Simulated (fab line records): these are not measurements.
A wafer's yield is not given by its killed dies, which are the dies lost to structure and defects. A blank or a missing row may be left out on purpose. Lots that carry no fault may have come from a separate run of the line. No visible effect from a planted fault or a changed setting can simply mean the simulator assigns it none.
Split-lot experiment | flow gf180mcu | on a route of 602 steps: 5 lots, 23 wafers read

SPLIT DETAILS
At GF_V1_CVD_02 (deposits SiO2 from TEOS, target thk 850 nm, time 94.851 s), the setting time s was moved away from the recipe's 94.851 s on 10 of the 23 wafers read, by -11.1% to +12.2%. The other wafers ran this setting at the recipe's value.

Between the split and the reading, the file records no step.

THE READING
V1_CVD_02_THK (nm), taken at GF_V1_THK_MEAS_03. A value of 852 nm with a standard deviation of 12 nm is what fault-free wafers of this fab line usually give.

wafer  | tool, chamber at the split | time s as run, s | against the recipe | V1_CVD_02_THK, nm | against lot-mates on the recipe
L074.2 | pecvd-03, 2                | 106.4            | +12.2%             | 942               | +114
L074.3 | pecvd-03, 1                | 94.851           | recipe             | 820               | -
L074.4 | pecvd-03, 1                | 106.4            | +12.2%             | 951               | +122
L074.5 | pecvd-03, 2                | 106.4            | +12.2%             | 948               | +120
L074.6 | pecvd-03, 0                | 94.851           | recipe             | 837               | -
L075.1 | pecvd-03, 0                | 94.851           | recipe             | 839               | -
L075.2 | pecvd-03, 1                | 84.3             | -11.1%             | 742               | -105
L075.3 | pecvd-03, 2                | 84.3             | -11.1%             | 758               | -89
L075.4 | pecvd-03, 0                | 94.851           | recipe             | 851               | -
L075.5 | pecvd-03, 2                | 94.851           | recipe             | 852               | -
L076.2 | pecvd-04, 0                | 94.851           | recipe             | 844               | -
L076.5 | pecvd-04, 1                | 94.851           | recipe             | 871               | -
L076.6 | pecvd-04, 0                | 94.851           | recipe             | 867               | -
L080.1 | pecvd-03, 1                | 100.9            | +6.4%              | 901               | +45
L080.2 | pecvd-03, 0                | 100.9            | +6.4%              | 900               | +44
L080.3 | pecvd-03, 2                | 94.851           | recipe             | 854               | -
L080.4 | pecvd-03, 2                | 94.851           | recipe             | 852               | -
L080.5 | pecvd-03, 1                | 94.851           | recipe             | 862               | -
L085.1 | pecvd-04, 1                | 86.56            | -8.7%              | 797               | -71
L085.2 | pecvd-04, 2                | 86.56            | -8.7%              | 780               | -88
L085.4 | pecvd-04, 0                | 86.56            | -8.7%              | 781               | -87
L085.5 | pecvd-04, 2                | 94.851           | recipe             | 870               | -
L085.6 | pecvd-04, 1                | 94.851           | recipe             | 866               | -

FIT RESULTS
A straight line over all 23 wafers: V1_CVD_02_THK changes by +8.07 nm for each +1% of time s; r = +0.97; the points scatter about the line by 13 nm.
The same after taking each lot's own level away (the mean of its wafers on the recipe; 23 wafers): +9.19 nm for each +1%; r = +0.99; scatter 8.9 nm.
Per that fit: largest time s move, reading shift of 1.1e+02 nm.
From 828.5 to 868.0 nm: that is the span of the lots' own levels, equal to 3.3 times the standard deviation above.
Hence the slope depends on the lot-to-lot level, as the two fits are not the same.
Check: for one of the wafers moved furthest among these (+12.2%), held out of the fit, the line's prediction against its lot-mates is +111 nm. It came out at +114 nm against them.

ADDITIONAL SPLITS CARRIED BY THESE WAFERS
Other splits were also applied to these wafers ahead of the reading. Each is held against what the fit with the lots' levels taken away leaves over:
other split on the same wafers   | wafers away from the commonest value | r with V1_CVD_02_THK (lot level and that fit taken away)
GF_PSD_COAT_02 resist thk nm     | 4                                    | -0.13
GF_PSD_STRIP_10 o2 flow sccm     | 8                                    | +0.02
GF_SAB_SOFTBAKE_05 temp c        | 9                                    | -0.03
GF_SAB_DEVELOP_08 develop time s | 3                                    | +0.33
GF_CONTACT_CVD_00 sih4 flow sccm | 8                                    | -0.31
GF_M1_SPUTTER_00 power w         | 7                                    | +0.03
GF_M1_EXPOSE_11 dose mj          | 4                                    | -0.15

THE WHOLE CHAIN: every reading that the file lists as answering this split, in the file's order
step              | what it does                                              | reading                                                                   | change (the file's fit)              | r (the file's)
GF_V1_CVD_02      | deposits SiO2 from TEOS, target thk 850 nm, time 94.851 s | SiO2_of_V1_CVD_02.thk nm (the simulator's own value, which no gauge read) | +9.1 nm for each +1% of the setting  | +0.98
GF_V1_THK_MEAS_03 |                                                           | V1_CVD_02_THK                                                             | +9.08 for each +1% of the setting    | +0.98
GF_V1_CMP_04      | polishes SiO2                                             | time to endpoint s                                                        | withheld for each +1% of the setting | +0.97

THE FILE'S OWN FIT
V1_CVD_02_THK changes by +9.08 nm for each +1% of time s, r = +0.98.
